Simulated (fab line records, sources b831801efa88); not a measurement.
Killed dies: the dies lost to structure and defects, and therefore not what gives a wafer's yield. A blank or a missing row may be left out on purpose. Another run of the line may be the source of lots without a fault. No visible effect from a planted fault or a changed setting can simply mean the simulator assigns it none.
Matching of chambers | flow sky130 | cmp-01 running SKY_FIELD_ISO_CMP_27: 4 sister chambers
The step polishes, stops on Si3N4, t overpolish 16 s, target thk 457.8 nm. 4 wafers are shown with their chamber, then 12 later ones without.

== WAFERS PAIRED WITH THEIR CHAMBERS ==
wafer  | chamber | motorCurrentA (A)
L087.4 | 1       | 12.2
L090.2 | 0       | 12.6
L090.5 | 2       | 11.0
L090.6 | 3       | 12.3

== WAFERS MISSING THEIR CHAMBER ==
wafer  | motorCurrentA (A)
L093.2 | 11.8
L093.3 | 12.7
L093.4 | 12.8
L094.2 | 11.1
L094.3 | 11.8
L094.5 | 11.0
L096.2 | 12.8
L096.5 | 12.9
L096.6 | 11.2
L097.1 | 11.5
L097.4 | 11.6
L097.5 | 12.1

== THE CHAMBER EACH PASSED THROUGH ==
wafer  | from the rows above               | in truth
L093.2 | can't be placed: 1 or 3 or 0 or 2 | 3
L093.3 | can't be placed: 0 or 3 or 1      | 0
L093.4 | can't be placed: 0 or 3 or 1      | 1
L094.2 | 2                                 | 2
L094.3 | can't be placed: 1 or 3 or 0 or 2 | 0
L094.5 | 2                                 | 2
L096.2 | can't be placed: 0 or 3 or 1      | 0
L096.5 | can't be placed: 0 or 3 or 1      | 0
L096.6 | 2                                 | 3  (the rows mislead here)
L097.1 | can't be placed: 2 or 1 or 3 or 0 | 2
L097.4 | can't be placed: 1 or 2 or 3 or 0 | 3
L097.5 | can't be placed: 1 or 3 or 0      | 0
Placed correctly: 2 of 12. These rows do not allow placing 9 (true chamber among the candidates in 9). Placed wrongly: 1.
How it was worked out, from the rows above alone: a wafer's distance from a chamber is the root of the sum, over the readings, of the square of ((its reading less the chamber's mean) divided by the reading's scatter). If the next closest chamber is less than 2 further off than the closest, the wafer can't be placed; otherwise it belongs to the closest. A chamber's mean is the mean of its shown wafers. The scatter: with one shown wafer a chamber, the root of the mean of the squares of how far each hidden wafer lies from its nearest shown one.
